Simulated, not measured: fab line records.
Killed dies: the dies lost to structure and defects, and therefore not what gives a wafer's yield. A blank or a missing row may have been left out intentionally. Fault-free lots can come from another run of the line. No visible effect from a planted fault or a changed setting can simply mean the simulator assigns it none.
fab line records	flow sky130
record lots=5	wafers=15	last-day=49
route steps=708 shown PAD_OPEN@700
lots that met no fault: taken from a fault-free run of the same line
start-h: start of the lot's first displayed wafer, in hours after the record's first day	wait-h: time in hours since the lot's previous step	" as in the row above	L1.1+2: several wafers, shown together as one row	- either no value or no given start	* or withheld: withheld	< > ~ a bound
route shown NAME@n: a module of which the file shows steps, and the number in the route of the first	usual: average and standard deviation across the fault-free wafers	same: alike in all rows	chamber/n: place in a boat	sites: each site's reading	_std_site: their standard deviation	_edge_site: mean of outer sites minus mean of inner sites	radius-mm: how far each site lies from the wafer's centre	mask NAME#n: copy n	behind: tool/chamber where the wafer was last shaped	hold: what put the lot on hold/how long, in hours/how the hold closed	device: names the non-switching transistor (n, p or np)	end of line: at the end of the route, the tests of the same wafers	for a step that has no rows: nothing shown but its recipe	killed: dies that structure and defects cost at the first sort, which is not the same as the wafer's yield	map: shows each die of a wafer: x if killed, . if not, _ if none is there
set.NAME: the setting that was run; set.NAME@STEP: the one run at that earlier step	model.NAME: the simulator's own value behind a step, which no gauge read
lots seen at some steps along the route; tables by step, rows by wafer
services: when a tool's chamber went out of use (start-h, in hours from the record's first day, below 0 if earlier), for how many hours, and the reason
## steps
# step SKY_PAD_OPEN_DEVELOP_06
# recipe develop-time-s=60	dev-temp-c=23
# usual chill-plate-temp-C=23.00/0.088	developer-temp-C=23.02/0.11	exhaust-pa=45.0/0.82
# same develop-time-s=60
lot.wafer	tool	chamber	start-h	wait-h	chill-plate-temp-C	developer-temp-C	exhaust-pa
L074.2	litho-track-01	0	-	-	22.99	23.12	45.2
L074.4	"	0	"	"	22.96	23.02	45.3
L074.5	"	0	"	"	22.84	23.10	45.3
L077.1	litho-track-01	0	-	-	22.98	23.13	45.5
L077.5	"	0	"	"	23.03	23.13	45.4
L077.6	"	0	"	"	22.86	22.90	44.8
L076.1	litho-track-04	0	-	-	23.06	22.98	45.8
L076.4	"	0	"	"	22.97	22.87	44.3
L076.6	"	0	"	"	22.88	22.88	44.6
L079.1	litho-track-01	0	-	-	23.02	23.03	44.3
L079.5	"	0	"	"	22.86	23.03	46.3
L079.6	"	0	"	"	22.86	22.95	45.0
L093.1	litho-track-01	0	-	-	23.05	22.96	44.4
L093.2	"	0	"	"	23.00	22.90	45.0
L093.6	"	0	"	"	23.18	23.01	45.0
# step SKY_PAD_OPEN_ETCH_07
# recipe chemistry=CF4/O2	target-depth-nm=725	stop-on=AlCu	source-w=800	bias-w=150	pressure-mtorr=150	cf4-flow-sccm=80	O2_flow_sccm=10	time-s=161.1
# usual drypump-motor-current-A=5.5/0.42	oes-product-au=0.975/0.0072	throttle-valve-pct=5.962/0.0092
lot.wafer	tool	chamber	start-h	wait-h	drypump-motor-current-A	oes-product-au	rf-hours-counter-h	throttle-valve-pct
L074.2	rie-diel-03	1	1086.94	-	5.4	0.960	25	5.971
L074.4	"	2	"	"	5.0	0.975	3	5.968
L074.5	"	3	"	"	6.1	0.986	-	5.952
L077.1	rie-diel-03	0	1099.19	-	4.9	0.981	13	5.964
L077.5	"	1	"	"	5.4	0.984	-	5.963
L077.6	"	0	"	"	4.8	0.989	-	5.957
L076.1	rie-diel-01	2	1103.93	-	6.2	0.962	23	5.946
L076.4	"	1	"	"	5.6	0.972	29	5.955
L076.6	"	2	"	"	6.2	0.980	-	5.956
L079.1	rie-diel-01	2	1112.19	-	6.2	0.972	24	5.969
L079.5	"	2	"	"	6.2	0.993	-	5.971
L079.6	"	3	"	"	5.4	0.979	-	5.960
L093.1	rie-diel-04	2	1182.39	-	5.8	0.980	21	5.968
L093.2	"	1	"	"	5.2	0.967	9	5.962
L093.6	"	2	"	"	5.9	0.973	-	5.962
# step SKY_PAD_OPEN_STRIP_08
# recipe chemistry=O2/N2	power-w=1400	pressure-mtorr=1500	platen-temp-c=withheld	overash-fraction=0.7	o2-flow-sccm=3000	n2-flow-sccm=300
# usual drypump-motor-current-A=5.8/0.54	oes-product-au=0.663/0.0043
lot.wafer	tool	chamber	start-h	wait-h	drypump-motor-current-A	oes-product-au	rf-hours-counter-h
L074.2	plasma-asher-01	0	1087.05	0.1	5.2	0.659	99
L074.4	"	0	"	"	5.2	0.665	-
L074.5	"	0	"	"	5.2	0.666	-
L077.1	plasma-asher-01	1	1099.30	0.1	5.7	0.675	100
L077.5	"	0	"	"	5.2	0.662	-
L077.6	"	1	"	"	5.7	0.665	-
L076.1	plasma-asher-04	1	1104.03	0.1	5.2	0.663	32
L076.4	"	0	"	"	6.3	0.667	-
L076.6	"	0	"	"	6.3	0.664	-
L079.1	plasma-asher-03	1	1112.30	0.1	6.4	0.661	5
L079.5	"	0	"	"	6.3	0.658	-
L079.6	"	1	"	"	6.5	0.656	-
L093.1	plasma-asher-04	0	1182.50	0.1	6.3	0.657	39
L093.2	"	1	"	"	5.2	0.658	39
L093.6	"	1	"	"	5.2	0.663	-
# step SKY_PAD_OPEN_STRIP_09
# recipe chemistry=post-etch-residue-remover	time-s=1200	temp-c=72.5
lot.wafer	tool	chamber	start-h	wait-h
L074.2+4+5	wet-bench-03	1	1087.15	0.1
L077.1+5+6	wet-bench-03	1	1099.40	0.1
L076.1+4+6	wet-bench-03	1	1104.13	0.1
L079.1+5+6	wet-bench-03	2	1112.40	0.1
L093.1+2+6	wet-bench-02	0	1182.60	0.1
# step SKY_PAD_OPEN_CLEAN_10
# recipe chemistry=IPA	time-s=180	temp-c=25
lot.wafer	tool	chamber	start-h	wait-h
L074.2+4+5	wet-bench-01	0	1087.49	0.0
L077.1+5+6	wet-bench-01	3	1099.74	0.0
L076.1+4+6	wet-bench-02	3	1104.47	0.0
L079.1+5+6	wet-bench-01	1	1112.74	0.0
L093.1+2+6	wet-bench-03	2	1182.97	0.0
# step SKY_PAD_OPEN_CLEAN_11
# recipe chemistry=O3/DIW	dry=n2-spin
lot.wafer	tool	chamber	start-h	wait-h
L074.2+4+5	wet-bench-02	2	1087.55	0.0
L077.1+5+6	wet-bench-02	2	1099.80	0.0
L076.1+4+6	wet-bench-03	1	1104.54	0.0
L079.1+5+6	wet-bench-03	0	1112.80	0.0
L093.1+2+6	wet-bench-01	2	1183.03	0.0
# step SKY_PAD_OPEN_ANNEAL_12
# recipe temp-c=400	time-s=withheld	ambient=N2/H2	idle-temp-c=300	ramp-up-c-per-min=8	ramp-down-c-per-min=4
lot.wafer	tool	chamber	start-h	wait-h
L074.2+4+5	furnace-02	0	1087.64	0.0
L077.1+5+6	furnace-02	0	1099.89	0.0
L076.1+4+6	furnace-01	0	1104.63	0.0
L079.1+5+6	furnace-01	0	1112.89	0.0
L093.1+2+6	furnace-01	0	1183.12	0.0
# step SKY_PAD_OPEN_BOW_MEAS_13
# recipe mode=bow
# usual PAD_OPEN_BOW=46/8.2
lot.wafer	tool	chamber	start-h	wait-h	PAD_OPEN_BOW[um]
L074.2	film-metro-04	-	1089.16	-	58
L074.4	"	-	"	"	49
L074.5	"	-	"	"	53
L077.1	film-metro-04	-	1101.39	-	47
L077.5	"	-	"	"	47
L077.6	"	-	"	"	60
L076.1	film-metro-01	-	1106.13	-	40
L076.4	"	-	"	"	38
L076.6	"	-	"	"	40
L079.1	film-metro-01	-	1114.39	-	35
L079.5	"	-	"	"	44
L079.6	"	-	"	"	45
L093.1	film-metro-01	-	1184.62	-	45
L093.2	"	-	"	"	51
L093.6	"	-	"	"	56
## services
tool	chamber	start-h	hours	kind
plasma-asher-03	0	1064.25	-	clean
plasma-asher-03	1	1064.25	-	clean
furnace-02	-	1066.03	4.6	pm
rie-diel-04	0	1070.29	1.3	repair
plasma-asher-04	-	1082.61	2.8	pm
rie-diel-01	2	1092.81	10.0	repair
rie-diel-03	1	1117.61	-	clean
rie-diel-03	1	1117.61	30.5	scheduled-down
rie-diel-03	1	1117.61	30.5	vent-cycle
plasma-asher-04	-	1120.33	13.0	repair
furnace-02	-	1122.91	4.3	pm
rie-diel-04	1	1142.32	9.8	repair
plasma-asher-01	-	1153.95	14.6	pm
rie-diel-01	3	1182.17	4.7	repair
## key
fault none
